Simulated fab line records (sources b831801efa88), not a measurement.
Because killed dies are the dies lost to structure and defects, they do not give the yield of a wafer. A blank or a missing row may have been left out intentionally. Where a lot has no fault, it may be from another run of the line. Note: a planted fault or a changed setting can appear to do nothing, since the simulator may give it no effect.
Chamber matching	flow sky130	4 sister chambers for SKY_FIELD_ISO_ETCH_14 on rie-diel-04
The step etches BARC in N2/H2, stops on SiO2, time 45.9 s, target depth 60 nm. 4 wafers are shown with their chamber, then 10 later ones without.

WAFERS PAIRED WITH THEIR CHAMBERS
wafer	chamber	oes-product-au (a.u.)
L083.6	3	0.855
L088.5	2	0.854
L089.1	0	0.858
L089.2	1	0.857

WAFERS WHOSE CHAMBER IS MISSING
wafer	oes-product-au (a.u.)
L089.6	0.860
L090.1	0.854
L090.3	0.855
L090.6	0.851
L092.2	0.853
L092.3	0.845
L092.5	0.857
L093.1	0.853
L093.2	0.851
L093.3	0.862

CHAMBER TAKEN BY EACH
wafer	from the rows above	in truth
L089.6	can't be placed: 0 or 1 or 3 or 2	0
L090.1	can't be placed: 2 or 3 or 1 or 0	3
L090.3	can't be placed: 3 or 2 or 1 or 0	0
L090.6	can't be placed: 2 or 3 or 1 or 0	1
L092.2	can't be placed: 2 or 3 or 1 or 0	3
L092.3	can't be placed: 2 or 3 or 1 or 0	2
L092.5	can't be placed: 1 or 0 or 3 or 2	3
L093.1	can't be placed: 2 or 3 or 1 or 0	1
L093.2	can't be placed: 2 or 3 or 1 or 0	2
L093.3	can't be placed: 0 or 1 or 3 or 2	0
Placed correctly: 0 of 10. Not placeable from these rows: 10 (in 10, the candidates include the true chamber). Wrongly placed: 0.
How it was worked out, from the rows above alone: a wafer's distance from a chamber is the root of the sum, over the readings, of the square of ((its reading less the chamber's mean) divided by the reading's scatter). If the next closest chamber is less than 2 further off than the closest, the wafer can't be placed; otherwise it belongs to the closest. The mean given for a chamber averages the wafers shown for that chamber. The scatter: root of mean squared gap, hidden wafer to nearest shown wafer, with one shown wafer a chamber.
